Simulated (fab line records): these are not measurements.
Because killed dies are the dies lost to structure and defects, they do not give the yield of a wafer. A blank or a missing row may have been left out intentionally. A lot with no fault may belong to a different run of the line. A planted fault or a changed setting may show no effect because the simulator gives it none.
Which of the tools did it?    flow gf180mcu    at 1 step of a route of 602, 6 lots with 18 wafers sampled

## WHAT THE GAUGES SHOWED, per wafer
GF_V3_RS_MEAS_24: measures by four-point-probe.
lot   measured      on             V3_W_RS (ohm/sq)
L428  day 23 12:07  film-metro-04  0.3249 0.3280 0.3282
L430  day 23 19:23  film-metro-04  0.3256 0.3232 0.3256
L435  day 25 01:44  film-metro-01  0.3260 0.3262 0.3264
L438  day 25 20:55  film-metro-01  0.3272 0.3262 0.3258
L445  day 28 10:27  film-metro-02  0.3265 0.3318 0.3276
L449  day 29 10:31  film-metro-04  0.3285 0.3292 0.3267

## WHAT TOOL EACH LOT RAN ON (gives the tool, then ch and the chambers of the sampled wafers, and finally the start)
The record shows no process step preceding these readings.

## THE ANSWER, worked out from the rows above alone
Rule: usual is defined by the lots themselves. Put in order of their means at a reading, lots are off if they are a third of the lots or fewer, leave a main group of 4 or more, and stand apart from it by a gap of 3 or more times the standard deviation of the main group's means; of several such gaps the widest counts. A main group whose means are all the same, to the digits that the tables above print for the reading, isn't used. Also off: a lot with no number at a reading for which 4 or more lots have one. All remaining lots with rows at the step are treated as sound.
No lot is off at any reading shown: from this, nothing can be told.

## WHAT WAS PUT IN BY THE SIMULATOR
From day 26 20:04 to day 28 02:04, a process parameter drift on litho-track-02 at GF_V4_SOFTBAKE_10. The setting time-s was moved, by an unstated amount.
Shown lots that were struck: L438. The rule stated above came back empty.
